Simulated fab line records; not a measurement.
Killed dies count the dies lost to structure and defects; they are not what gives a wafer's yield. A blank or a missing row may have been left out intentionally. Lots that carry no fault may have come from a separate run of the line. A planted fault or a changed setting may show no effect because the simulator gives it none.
Which tool did it?    flow gf180mcu    Sampling: 6 lots, 18 wafers, 3 of 602 route steps

## WHAT THE GAUGES SHOWED, per wafer
GF_MVPSD_OVL_MEAS_07.
lot   measured      on          MVPSD_OVL (nm)
L438  day 5 17:28   overlay-02  -0.2 -1.9 0.6
L441  day 6 19:05   overlay-02  -1.0 0.7 0.0
L443  day 7 00:34   overlay-01  2.5 0.0 -0.4
L447  day 8 01:16   overlay-02  3.0 2.3 2.4
L455  day 10 00:16  overlay-01  -128.5 -125.3 -128.1
L457  day 10 11:20  overlay-01  -1.4 0.5 0.3

## WHAT TOOL EACH LOT RAN ON (gives the tool, then ch and the chambers of the sampled wafers, and finally the start)
lot   GF_STI_CMP_25                 GF_MVPSD_EXPOSE_04
L438  cmp-01 ch 2,3, day 2 19:17    iline-stepper-01 ch 0, day 5 10:27
L441  cmp-02 ch 1,2, day 3 14:02    iline-stepper-01 ch 0, day 6 11:39
L443  cmp-01 ch 1,2, day 3 20:46    iline-stepper-01 ch 0, day 6 17:00
L447  cmp-01 ch 1,2,3, day 4 17:50  iline-stepper-01 ch 0, day 7 17:14
L455  cmp-01 ch 1,2, day 6 10:33    iline-stepper-01 ch 0, day 9 15:52
L457  cmp-01 ch 1,2,3, day 6 20:47  iline-stepper-02 ch 0, day 10 02:49
- GF_STI_CMP_25: polishes, stops on Si3N4, t overpolish 33 s, target thk 524.6 nm.
- GF_MVPSD_EXPOSE_04: exposes mask MVPSD, target cd 1000 nm.

## THE ANSWER, worked out from the rows above alone
Rule: what is usual is taken from the lots themselves. Put in order of their means at a reading, lots are off if they are a third of the lots or fewer, leave a main group of 4 or more, and stand apart from it by a gap of 3 or more times the standard deviation of the main group's means; of several such gaps the widest counts. If all means in a main group match to the digits the tables above print for the reading, that group is not used. Also off: a lot with no number at a reading for which 4 or more lots have one. All remaining lots with rows at the step are treated as sound.
Off: at GF_MVPSD_OVL_MEAS_07 (MVPSD_OVL), L455. For the main group the mean is 0.5 nm and the standard deviation 1.1.
If a tool, at a process step before that reading, ran all the lots that are off and no sound lot after the first of them, it fits. Gauges at GF_MVPSD_OVL_MEAS_07: tried the same way as those tools. One fits: iline-stepper-01 at GF_MVPSD_EXPOSE_04. Its last sound lot is L447 (day 7 17:14), its first lot that is off L455 (day 9 15:52): a fault that began between those two fits.

## WHAT THE SIMULATOR HAD PUT IN
Scanner matching overlay: iline-stepper-01, from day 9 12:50 on, at GF_MVPSD_EXPOSE_04. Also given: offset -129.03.
Shown lots that were struck: L455. The rule above found the same.
